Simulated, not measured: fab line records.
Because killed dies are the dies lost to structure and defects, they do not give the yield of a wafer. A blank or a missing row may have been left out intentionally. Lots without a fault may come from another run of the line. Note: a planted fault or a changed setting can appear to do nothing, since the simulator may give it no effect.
Comparing a struck lot with a sound one	flow gf180mcu	15 steps out of a route of 602
Sound: the wafers L897.1, L897.3, L897.6. Wafers L899.1, L899.2, L899.6 were the ones struck. The cause is given at the end.
At each step with rows: each side's tool, then ch and its chambers, then its first start. Under that, the readings that differ: sound wafers	struck wafers	difference of the means	sigmas: that difference in standard deviations of wafers without a fault.
alike: same words and numbers on both sides, and readings whose means sit less than 2 such deviations apart. not compared: any withheld reading, any reading some wafer has no value for, any bound like >300 that may hide the same value, and any number with overlapping values for which the record gives no deviation.
Wherever a step has rows on one side only, a row that says differs or no value, or a row with sigmas, the two part there. Numbers that have no deviation but don't overlap get no sigmas and don't part them. Lack of a reading on every wafer of one side parts them only where that side has two or more wafers.

first, 4 steps without rows for these wafers: GF_SAB_SOFTBAKE_05 (time 60 s); GF_SAB_EXPOSE_06 (exposes mask SAB, target cd 420 nm); GF_SAB_PEB_07; GF_SAB_DEVELOP_08 (develop time 60 s).
GF_SAB_CD_MEAS_09 targets a cd of 420 nm.
  struck on cdSem-01, day 16 14:47; sound on cdSem-01, day 15 23:32
  alike: cdNm
GF_SAB_OVL_MEAS_10:
  struck on overlay-02, day 16 14:54; sound on overlay-01, day 15 23:39
  alike: SAB_OVL
GF_SAB_ETCH_11: etches SiO2 in C4F8/O2/Ar, target depth 55 nm, time 8.5 s.
  sound on rieDiel-03 ch 1,2,3, day 15 23:41; struck on rieDiel-02 ch 1,2, day 16 14:56
  alike: oesProductAu
  not compared: rfHoursCounterH
then, 1 step without rows for these wafers: GF_SAB_WET_ETCH_12 (etches SiO2 in dHF, target depth 22 nm, time 440 s).
GF_SAB_STRIP_13: strips in O2/N2.
  sound on plasmaAsher-03 ch 0,1, day 15 23:50; struck on plasmaAsher-04 ch 0,1, day 16 15:05
  alike: drypumpMotorCurrentA, heaterPowerW, oesProductAu, stripTimeToEndpointS
  not compared: rfHoursCounterH
then, 2 steps without rows for these wafers: GF_SALICIDE_CLEAN_00 (cleans in SC1/SC2, time 150 s); GF_SALICIDE_WET_ETCH_01 (etches SiO2 in dHF, target depth 5 nm, time 100 s).
GF_SALICIDE_SPUTTER_02: material Co, target thk 10 nm, time 20 s.
  struck on pvdSputter-03, day 16 15:16; sound on pvdSputter-03, day 16 00:01
  alike: chamberPressurePa, throttleValvePct
GF_SALICIDE_SPUTTER_03: material TiN, target thk 20 nm, time 16.7 s.
  struck on pvdSputter-03, day 16 15:18; sound on pvdSputter-03, day 16 00:03
  alike: chamberPressurePa, throttleValvePct
  not compared: model.TiN_of_SALICIDE_SPUTTER_03.thkNm
GF_SALICIDE_RS_MEAS_04: measurement is done with a four-point probe.
  struck on filmMetro-01, day 16 15:19; sound on filmMetro-03, day 16 00:07
  alike: SALICIDE_TIN_RS
-- the record jumps here: 14 days lie between the struck wafers' starts before and after (it left off in module SALICIDE and takes up again in module PASSIVATION, whose first step shown is number 602 of the route) --
GF_PASSIVATION_PROBE_99:
  rows exist in the record for the struck wafers here (prober-01, day 30 06:05), but not for the sound ones

== WHERE THEY PART ==
Only at GF_PASSIVATION_PROBE_99, within this record.

WHY: the cause the simulator had injected
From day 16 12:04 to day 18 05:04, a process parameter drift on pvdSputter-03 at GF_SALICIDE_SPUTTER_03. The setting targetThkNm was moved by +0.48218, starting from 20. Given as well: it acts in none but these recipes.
